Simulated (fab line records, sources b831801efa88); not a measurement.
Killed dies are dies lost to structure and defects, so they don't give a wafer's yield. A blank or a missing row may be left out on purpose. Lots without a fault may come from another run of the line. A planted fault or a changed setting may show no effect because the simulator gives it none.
Chamber matching | flow sky130 | SKY_CONTACT_CVD_00 on pecvd-03: 3 sister chambers
The step deposits Si3N4, target thk 75 nm. 6 wafers are shown with their chamber, then 7 later ones without.

WAFERS WITH THEIR CHAMBER
wafer  | chamber | heater_power_w (W)
L490.1 | 0       | 540
L495.2 | 2       | 877
L495.4 | 2       | 857
L495.5 | 1       | 703
L497.2 | 1       | 663
L497.3 | 0       | 483

WAFERS WITHOUT THEIR CHAMBER
wafer  | heater_power_w (W)
L497.4 | 481
L499.1 | 500
L499.3 | 494
L499.6 | 518
L510.2 | 465
L510.4 | 449
L510.6 | 781

WHICH CHAMBER EACH WENT THROUGH
wafer  | from the rows above     | in truth
L497.4 | 0                       | 0
L499.1 | 0                       | 0
L499.3 | 0                       | 0
L499.6 | 0                       | 0
L510.2 | 0                       | 0
L510.4 | 0                       | 0
L510.6 | can't be placed: 2 or 1 | 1
Placed correctly: 6 of 7. Can't be placed from these rows: 1 (the true chamber is among the candidates in 1). Placed wrongly: 0.
How it was worked out, from the rows above alone: a wafer's distance from a chamber is the root of the sum, over the readings, of the square of ((its reading less the chamber's mean) divided by the reading's scatter). The wafer belongs to the nearest chamber; if the next one is less than 2 further off, it can't be placed. A chamber's mean is the mean of its shown wafers. The scatter: the root of (the sum of the squares of (reading less its chamber's mean) over the shown wafers, divided by (wafers less chambers)).
